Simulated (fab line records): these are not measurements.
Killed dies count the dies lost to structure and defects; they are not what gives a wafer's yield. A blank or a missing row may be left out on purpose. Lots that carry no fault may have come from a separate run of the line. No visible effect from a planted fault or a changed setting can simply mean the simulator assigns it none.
Code-filled problem report in 8D (eight disciplines) form -- flow gf180mcu -- the parts of the form that need people (team, actions taken, sign-off) are left out

## 1. THE PROBLEM
Mean TOP_METAL_ALCU_RS at GF_TOP_METAL_RS_MEAS_05: 0.03125 ohm/sq over 3 wafers in 2 lots; fault-free wafers: 0.03284 ohm/sq, standard deviation 0.00029. That is -5.5 standard deviations from the usual mean.
The step: measures by four-point-probe.
Earliest sighting: wafer L631.5 on film_metro-04 at day 32 04:47. The record holds 30 wafers of 10 lots with a number at this step. The rule behind "out" and "out of limits": a value lying over 4 standard deviations away from the usual mean. The rest of the wafers with a number are treated as sound.

## 2. WHAT THIS IS AND IS NOT
question,is,is not
which readings at this step,TOP_METAL_ALCU_RS,-
which lots,"L631, L632","L616, L619, L620, L622, L624, L633, L638, L639"
which wafers of those lots,"L631.5, L632.1, L632.5","L631.2, L631.6, L632.2"
read on which gauges,film_metro-04,"film_metro-01, film_metro-03"
when,from day 32 04:47,"up to then (17 sound wafers); but 10 sound wafers of L632, L633, L638, L639 came after"

## 3. WHAT RULES OUT EACH SUSPECT
Counting: a tool at a process step up to the reading stays a suspect if it ran every lot that is out. Sound lots after the first of them don't rule it out here, since some wafers of a struck lot are sound.
- the gauge at GF_TOP_METAL_RS_MEAS_05: kept. All the wafers that are out were read on film_metro-04, and no step on other tools shows them out.
- pvd_sputter-03 at GF_TOP_METAL_SPUTTER_00 (material Ti, target thk 37.5 nm, time 150 s): kept. Every lot that is out went through it, the first being L631 (day 32 04:33); the last sound lot it ran before that was L624 (day 29 22:47).
- pvd_sputter-03 at GF_TOP_METAL_SPUTTER_02 (material AlCu, target thk 900 nm, time 47.82 s): kept. Every lot that is out went through it, the first being L631 (day 32 04:41); the last sound lot it ran before that was L624 (day 29 22:55).
After the count, these remain: pvd_sputter-03 at GF_TOP_METAL_SPUTTER_00, pvd_sputter-03 at GF_TOP_METAL_SPUTTER_02 and film_metro-04 at GF_TOP_METAL_RS_MEAS_05.

## 4. THE CAUSE (what the simulator had put in)
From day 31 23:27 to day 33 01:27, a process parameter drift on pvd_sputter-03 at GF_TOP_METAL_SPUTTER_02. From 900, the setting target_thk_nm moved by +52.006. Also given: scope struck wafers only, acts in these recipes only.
This tool is one of the 3 suspects left after counting.

## 5. THE EFFECT CHAIN, in route order
Each row: a reading whose mean over the struck wafers that have a number lies more than 3 standard deviations from the usual. Scope: only readings with a usual standard deviation given in the record; hours: median across lots of the time from each lot's start at the first step in this table that gives one to its start at this step; sigmas: change in usual standard deviations.
hours,step,reading,usual,on struck wafers,change,sigmas
0,GF_TOP_METAL_RS_MEAS_05,TOP_METAL_ALCU_RS,0.03284 ohm/sq,0.03125,-0.00159,-5.5
0,GF_TOP_METAL_THK_MEAS_06,TOP_METAL_ALCU_THK,900 nm,939,+39,+4.3
16,GF_TOP_METAL_METAL_ETCH_16,oes_product_au,0.965 a.u.,0.989,+0.024,+3.4
Process steps it contains:
- GF_TOP_METAL_METAL_ETCH_16: etches the open film in Cl2/BCl3, stops on SiO2, target depth 1077.5 nm, time 179.6 s.
Later steps that measure or inspect, where all struck wafers having a row at the step show a number for every such reading and not one has moved that far: GF_TOP_METAL_OVL_MEAS_15.

## 6. HOW IT WOULD HAVE BEEN CAUGHT EARLIER
The first out-of-limits reading at a measuring or inspecting step in this record came at day 32 04:47, 5 hours after the fault's start at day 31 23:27.
Tool readings at GF_TOP_METAL_SPUTTER_02 with a usual standard deviation given in the record: none out on any struck wafer, hence no alarm at a limit of 4 standard deviations on them.
L632, from the lots that are out (2), started GF_TOP_METAL_SPUTTER_02 on pvd_sputter-03 later than day 32 04:47. A hold on the tool at that time would have spared it.
